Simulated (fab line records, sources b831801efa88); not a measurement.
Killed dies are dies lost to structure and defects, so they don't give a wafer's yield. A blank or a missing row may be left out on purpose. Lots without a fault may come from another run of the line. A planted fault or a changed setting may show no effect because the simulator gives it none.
One fault seen from 2 desks | flow gf180mcu | each desk has only its own numbers; what lay behind them comes last

THE METROLOGY DESK
What the gauges read, lot by lot, whatever tool the lot ran on: means of the sampled wafers that have a number. A lot is out of limits, marked OUT, if its mean lies more than 4 standard deviations from the usual mean; the brackets give that distance.
Columns: A = POLY_GATE_CVD_00_THK at GF_POLY_GATE_THK_MEAS_01, usual 199.7 nm; B = cd_nm at GF_POLY_GATE_CD_MEAS_10, usual 280.4 nm; C = POLY_GATE_OVL at GF_POLY_GATE_OVL_MEAS_11, usual -4 nm
lot  | first seen here | A     | B     | C
L461 | day 9 08:32     | 201.6 | 279.7 | -10
L462 | day 9 13:32     | 200.0 | 280.3 | -5
L463 | day 10 03:40    | 199.2 | 281.0 | -2
L474 | day 13 09:42    | 200.1 | 279.5 | 2
L477 | day 14 04:15    | 201.6 | 278.9 | 1
L481 | day 15 07:02    | 199.5 | 279.6 | -11
This desk's finding: nothing out of limits on any of the 6 lots.

THE TOOL OWNER'S DESK: rie_si-02
The tool's own readings at GF_POLY_GATE_ETCH_13 (etches poly-Si in HBr/Cl2, stops on SiO2, target depth 198.5 nm, time 69.6 s): means of the sampled wafers that have a number, for each lot that ran on this tool. A lot is out of limits, marked OUT, if its mean lies more than 4 standard deviations from the usual mean; the brackets give that distance.
Columns: A = drypump_motor_current_A at GF_POLY_GATE_ETCH_13, usual 5.5 A; B = oes_product_au at GF_POLY_GATE_ETCH_13, usual 0.989 a.u.; C = rf_fwd_power_W at GF_POLY_GATE_ETCH_13, usual 396.3 W; D = run_length_s at GF_POLY_GATE_ETCH_13, usual 97.8 s; E = throttle_valve_pct at GF_POLY_GATE_ETCH_13, usual 33.684 %
lot  | first seen here | A   | B     | C     | D              | E
L461 | day 10 01:53    | 6.1 | 0.995 | 396.8 | 97.7           | 33.682
L462 | day 10 07:19    | 5.7 | 1.005 | -     | 90.3 (-20) OUT | 33.684
L463 | day 10 21:52    | 5.8 | 1.002 | -     | 90.3 (-20) OUT | 33.682
This desk's finding: out of limits on L462, L463; first on L462, day 10 07:19 (run_length_s at GF_POLY_GATE_ETCH_13). In limits: L461.

PUT TOGETHER
The tool owner's desk could have raised an alarm at day 10 07:19, on L462, L463.
The metrology desk saw nothing out of limits.
The metrology desk has L462, L463 on record, within its limits.
Of the lots named, all ran GF_POLY_GATE_ETCH_13 on rie_si-02.

WHAT THE SIMULATOR HAD PUT IN
Process parameter drift: rie_si-02, from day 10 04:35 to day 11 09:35, at GF_POLY_GATE_ETCH_13. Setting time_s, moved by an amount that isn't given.
Lots struck among those shown: L462, L463.
Hours from the fault's start to each desk's first reading out of limits: the tool owner's desk, 3.
